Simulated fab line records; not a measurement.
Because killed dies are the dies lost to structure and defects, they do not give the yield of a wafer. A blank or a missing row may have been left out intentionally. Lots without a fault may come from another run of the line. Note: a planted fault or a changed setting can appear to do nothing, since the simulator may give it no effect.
One fault through the eyes of 2 desks    flow sky130    only its own numbers are on each desk; what lay behind them is given at the end

## FOR THE TOOL OWNER'S DESK: rie_diel-04
The tool's own readings at SKY_VIA3_ETCH_14 (etches BARC in N2/H2, stops on SiO2, time 45.9 s, target depth 60 nm): means of the sampled wafers that have a number, for each lot that ran on this tool. A lot is out of limits, marked OUT, if its mean lies more than 4 standard deviations from the usual mean; the brackets give that distance.
Columns: A = drypump_motor_current_A at SKY_VIA3_ETCH_14, usual 5.6 A; B = h2_flow_sccm at SKY_VIA3_ETCH_14, usual 200.0 sccm; C = oes_product_au at SKY_VIA3_ETCH_14, usual 0.854 a.u.; D = run_length_s at SKY_VIA3_ETCH_14, usual 74.2 s; E = throttle_valve_pct at SKY_VIA3_ETCH_14, usual 13.225 %
lot   first seen here  A    B      C                 D                E
L339  day 41 19:21     5.8  200.0  0.859             74.1             13.220
L347  day 44 01:10     5.5  199.2  0.850             74.5             13.223
L355  day 45 16:07     5.5  200.8  0.828 (-4.9) OUT  77.1 (+5.7) OUT  13.219
L356  day 45 20:31     5.5  200.2  0.810 (-8.4) OUT  79.4 (+10) OUT   13.223
This desk's verdict: out of limits on L355, L356, starting with L355 at day 45 16:07 (oes_product_au at SKY_VIA3_ETCH_14). Within limits: L339, L347.

## THE METROLOGY DESK
Means of the sampled wafers that have a number, per lot and without regard to the tool the lot ran on: this is what the gauges read. A lot is out of limits, marked OUT, if its mean lies more than 4 standard deviations from the usual mean; the brackets give that distance.
Columns: A = VIA3_BOW at SKY_VIA3_BOW_MEAS_03, usual 79 um; B = cd_nm at SKY_VIA3_CD_MEAS_12, usual 200.0 nm; C = VIA3_OVL at SKY_VIA3_OVL_MEAS_13, usual -1 nm
lot   first seen here  A   B      C
L336  day 40 14:25     70  198.9  -1
L339  day 40 19:25     74  199.7  -2
L347  day 43 03:35     86  200.3  -0
L355  day 44 18:38     75  197.9  2
L356  day 44 23:19     87  202.7  2
L357  day 45 02:43     86  198.6  -6
Finding of this desk: none of the 6 lots has anything out of limits.

## ALL TOGETHER
The tool owner's desk could have raised an alarm at day 45 16:07, on L355, L356.
Nothing out of limits was seen by the metrology desk.
The metrology desk holds a record of L355, L356, inside its limits.
On rie_diel-04, each named lot ran SKY_VIA3_ETCH_14.

## WHAT WAS PUT IN BY THE SIMULATOR
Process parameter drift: rie_diel-04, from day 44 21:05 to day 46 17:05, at SKY_VIA3_ETCH_14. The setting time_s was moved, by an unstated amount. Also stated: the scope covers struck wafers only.
Shown lots that were struck: L355, L356.
Hours from the fault's start to each desk's first reading out of limits: the tool owner's desk, 19.
